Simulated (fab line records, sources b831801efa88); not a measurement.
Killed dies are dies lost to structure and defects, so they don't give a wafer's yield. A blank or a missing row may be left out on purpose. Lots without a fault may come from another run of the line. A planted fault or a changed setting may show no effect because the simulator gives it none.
fab line records | flow gf180mcu | part 2 of 2: steps 36 to 48 of 48
record lots=5 wafers=15 last_day=34
route steps=602 shown MVPSD@88 VT_IMPLANT@90
lots that met no fault: from a run of the same line without faults
start_h: hours from the record's first day to the start of the lot's first wafer shown | wait_h: hours since the lot's step before | " the same as in the row above | L1.1+2: a row that stands for several wafers | - no value, or no start given | * or withheld: withheld | < > ~ a bound
route shown NAME@n: a module of which the file shows steps, and the number in the route of the first | usual: mean/standard deviation of fault-free wafers | same: alike in all rows | chamber/n: place in a boat | sites: the reading at each site | _std_site: their standard deviation | _edge_site: outer sites' mean less inner sites' | radius_mm: how far each site lies from the wafer's centre | mask NAME#n: copy n | behind: the tool/chamber that last shaped the wafer | hold: why the lot was held/for how many hours/how that ended | device: the transistor (n, p or np) that didn't switch | end of line: the same wafers' tests at the end of the route | a step without rows: its recipe alone | killed: dies lost to structure and defects at the first sort, not the wafer's yield | map: a wafer's dies, x killed, . not, _ none there
set.NAME: the setting as run; set.NAME@STEP: as run at that earlier step | model.NAME: the simulator's own value behind a step, which no gauge read
lots at some steps of the route; a table a step, a row a wafer
services: from which hour (start_h, from the record's first day; less than 0 if before it) a tool's chamber was out of use, for how many hours, and why
## steps
# step GF_VT_IMPLANT_DEHYDRATE_33
# recipe temp_c=200 time_s=60
# columns lot.wafer tool chamber start_h wait_h
L075.2+4+6 litho_track-04 0 154.19 7.1
L079.3+4+6 litho_track-02 0 184.37 7.8
L086.2+4+5 litho_track-01 0 227.23 8.1
L089.2+5+6 litho_track-01 0 247.58 8.2
L095.2+5+6 litho_track-02 0 287.39 9.2
# step GF_VT_IMPLANT_HMDS_34
# recipe prime_time_s=60 prime_temp_c=120
# columns lot.wafer tool chamber start_h wait_h
L075.2+4+6 litho_track-04 0 154.34 0.1
L079.3+4+6 litho_track-02 0 184.52 0.1
L086.2+4+5 litho_track-01 0 227.38 0.1
L089.2+5+6 litho_track-01 0 247.73 0.1
L095.2+5+6 litho_track-02 0 287.54 0.1
# step GF_VT_IMPLANT_COAT_35
# recipe resist=NOVOLAK spin_rpm=3000 resist_thk_nm=1000
# columns lot.wafer tool chamber start_h wait_h
L075.2+4+6 litho_track-04 0 154.49 0.1
L079.3+4+6 litho_track-02 0 184.67 0.1
L086.2+4+5 litho_track-01 0 227.53 0.1
L089.2+5+6 litho_track-01 0 247.88 0.1
L095.2+5+6 litho_track-02 0 287.69 0.1
# step GF_VT_IMPLANT_SOFTBAKE_36
# recipe temp_c=90 time_s=60 resist=NOVOLAK
# columns lot.wafer tool chamber start_h wait_h
L075.2+4+6 litho_track-04 0 154.64 0.1
L079.3+4+6 litho_track-02 0 184.82 0.1
L086.2+4+5 litho_track-01 0 227.68 0.1
L089.2+5+6 litho_track-01 0 248.03 0.1
L095.2+5+6 litho_track-02 0 287.84 0.1
# step GF_VT_IMPLANT_EXPOSE_37
# recipe mask_id=Nwell_HV_AREA target_cd_nm=860 na=0.6 source_shape=conventional sigma_outer=0.6 dose_mj=140
# same na=0.6
# columns lot.wafer tool chamber start_h wait_h mask
L075.2+4+6 iline_stepper-02 0 - - Nwell_HV_AREA#0
L079.3+4+6 iline_stepper-01 0 - - Nwell_HV_AREA#0
L086.2+4+5 iline_stepper-01 0 - - Nwell_HV_AREA#0
L089.2+5+6 iline_stepper-02 0 - - Nwell_HV_AREA#0
L095.2+5+6 iline_stepper-02 0 - - Nwell_HV_AREA#0
# step GF_VT_IMPLANT_PEB_38
# recipe temp_c=withheld time_s=* resist=NOVOLAK
# columns lot.wafer tool chamber start_h wait_h
L075.2+4+6 litho_track-02 0 - -
L079.3+4+6 litho_track-01 0 - -
L086.2+4+5 litho_track-04 0 - -
L089.2+5+6 litho_track-02 0 - -
L095.2+5+6 litho_track-04 0 - -
# step GF_VT_IMPLANT_DEVELOP_39
# recipe develop_time_s=60 dev_temp_c=23
# columns lot.wafer tool chamber start_h wait_h
L075.2+4+6 litho_track-02 0 162.75 0.1
L079.3+4+6 litho_track-01 0 193.26 0.1
L086.2+4+5 litho_track-04 0 236.94 0.1
L089.2+5+6 litho_track-02 0 257.54 0.1
L095.2+5+6 litho_track-04 0 297.79 0.1
# step GF_VT_IMPLANT_OVL_MEAS_40
# usual VT_IMPLANT_03_OVL=-1.2/1.4
# columns lot.wafer tool chamber start_h wait_h VT_IMPLANT_03_OVL[nm]
L075.2 overlay-02 - 162.88 0.1 -0.2
L075.4 " - " " -0.4
L075.6 " - " " -2.2
L079.3 overlay-01 - 193.37 0.1 -2.5
L079.4 " - " " -2.7
L079.6 " - " " -1.7
L086.2 overlay-02 - 237.07 0.1 -0.1
L086.4 " - " " 0.8
L086.5 " - " " 1.2
L089.2 overlay-02 - 257.68 0.1 0.3
L089.5 " - " " 0.6
L089.6 " - " " -0.3
L095.2 overlay-02 - 297.92 0.1 -1.5
L095.5 " - " " -2.4
L095.6 " - " " -1.6
# step GF_VT_IMPLANT_IMPLANT_41
# recipe species=As energy_kev=70 dose_cm2=1.013e+12 tilt_deg=7
# columns lot.wafer tool chamber start_h wait_h
L075.2+4+6 implanter-02 0 162.93 0.0
L079.3+4+6 implanter-02 0 193.44 0.1
L086.2+4+5 implanter-03 0 237.13 0.0
L089.2+5+6 implanter-03 0 257.73 0.0
L095.2+5+6 implanter-02 0 297.98 0.0
# step GF_VT_IMPLANT_STRIP_42
# recipe chemistry=O2/N2 power_w=1400 pressure_mtorr=1500 platen_temp_c=250 o2_flow_sccm=3000 n2_flow_sccm=300 overash_fraction=0.5
# usual drypump_motor_current_A=5.8/0.44 heater_power_w=335/30 oes_product_au=0.716/0.0045 strip_time_to_endpoint_s=12.63/0.035
# columns lot.wafer tool chamber start_h wait_h drypump_motor_current_A heater_power_w oes_product_au rf_hours_counter_h strip_time_to_endpoint_s
L075.2 plasma_asher-03 1 163.06 0.1 5.7 369 0.714 5 12.64
L075.4 " 1 " " 5.7 380 0.717 - 12.66
L075.6 " 0 " " 5.3 394 0.714 - 12.65
L079.3 plasma_asher-03 1 193.58 0.1 5.7 368 0.712 - 12.67
L079.4 " 0 " " 5.3 403 0.716 - 12.67
L079.6 " 1 " " 5.7 367 0.727 - 12.64
L086.2 plasma_asher-04 0 237.25 0.1 6.5 326 0.713 65 12.63
L086.4 " 1 " " 5.3 306 0.710 - 12.58
L086.5 " 0 " " 6.5 326 0.711 - 12.56
L089.2 plasma_asher-04 0 257.86 0.1 6.5 319 0.709 67 12.67
L089.5 " 0 " " 6.6 328 0.718 - 12.68
L089.6 " 1 " " 5.3 294 0.713 - 12.66
L095.2 plasma_asher-02 0 298.10 0.1 6.0 321 0.718 59 12.68
L095.5 " 1 " " 5.6 332 0.718 - 12.64
L095.6 " 0 " " 6.1 324 0.705 - 12.63
# step GF_VT_IMPLANT_TW_MEAS_43
# usual VT_IMPLANT_4_TW=690/6.7
# columns lot.wafer tool chamber start_h wait_h VT_IMPLANT_4_TW
L075.2 film_metro-03 - 163.17 0.1 685
L075.4 " - " " 685
L075.6 " - " " 691
L079.3 film_metro-01 - 193.66 0.1 700
L079.4 " - " " 695
L079.6 " - " " 695
L086.2 film_metro-03 - 237.36 0.1 687
L086.4 " - " " 684
L086.5 " - " " 686
L089.2 film_metro-01 - 257.97 0.1 698
L089.5 " - " " 695
L089.6 " - " " 694
L095.2 film_metro-01 - 298.21 0.1 695
L095.5 " - " " 698
L095.6 " - " " 695
# step GF_VT_IMPLANT_CLEAN_44
# recipe chemistry=SC1/SC2 mix=1:4:20 temp_c=70 time_s=150 dry=n2_spin
# columns lot.wafer tool chamber start_h wait_h
L075.2+4+6 wet_bench-04 1 163.22 0.0
L079.3+4+6 wet_bench-03 0 193.70 0.0
L086.2+4+5 wet_bench-02 3 237.41 0.0
L089.2+5+6 wet_bench-04 1 258.02 0.0
L095.2+5+6 wet_bench-03 1 298.26 0.0
# step GF_VT_IMPLANT_RTA_45
# recipe temp_c=1050 time_s=30 ambient=N2
# usual lamp_power_pct=39/3.8 wafer_temp_C_max=1055.9/1.6
# columns lot.wafer tool chamber start_h wait_h lamp_power_pct wafer_temp_C_max
L075.2 rtp_anneal-01 0 163.30 0.0 43 1057.0
L075.4 " 0 " " 43 1058.4
L075.6 " 0 " " 43 1055.9
L079.3 rtp_anneal-01 0 193.79 0.0 43 1057.0
L079.4 " 0 " " 43 1059.0
L079.6 " 0 " " 43 1056.5
L086.2 rtp_anneal-01 0 237.48 0.0 43 1055.0
L086.4 " 0 " " 43 1057.8
L086.5 " 0 " " 43 1055.9
L089.2 rtp_anneal-02 0 258.09 0.0 36 1054.7
L089.5 " 0 " " 36 1054.0
L089.6 " 0 " " 36 1054.7
L095.2 rtp_anneal-01 0 298.33 0.0 43 1056.3
L095.5 " 0 " " 43 1058.4
L095.6 " 0 " " 43 1058.6
## services
# columns tool chamber start_h hours kind
iline_stepper-02 - 85.76 1.7 pm
wet_bench-03 - 94.54 1.1 repair
iline_stepper-01 - 97.16 1.7 pm
plasma_asher-03 - 108.75 9.0 pm
plasma_asher-03 0 108.75 9.0 vent_cycle
plasma_asher-03 1 108.75 9.0 vent_cycle
plasma_asher-03 0 117.75 - clean
implanter-01 - 121.04 2.3 repair
plasma_asher-01 - 142.05 28.1 pm
implanter-03 - 142.29 5.1 pm
implanter-01 - 146.25 1.4 repair
implanter-02 - 161.59 1.2 repair
iline_stepper-01 - 162.67 13.9 repair
plasma_asher-02 - 170.34 1.6 repair
implanter-01 - 199.23 1.3 repair
implanter-03 - 204.31 1.1 repair
implanter-03 - 208.92 1.5 repair
wet_bench-02 - 224.61 3.8 repair
implanter-02 - 225.89 4.1 repair
wet_bench-02 - 243.36 4.4 pm
plasma_asher-02 - 262.61 1.0 repair
plasma_asher-03 - 288.34 0.7 repair
implanter-01 - 292.02 4.9 repair
rtp_anneal-02 - 295.01 4.6 pm
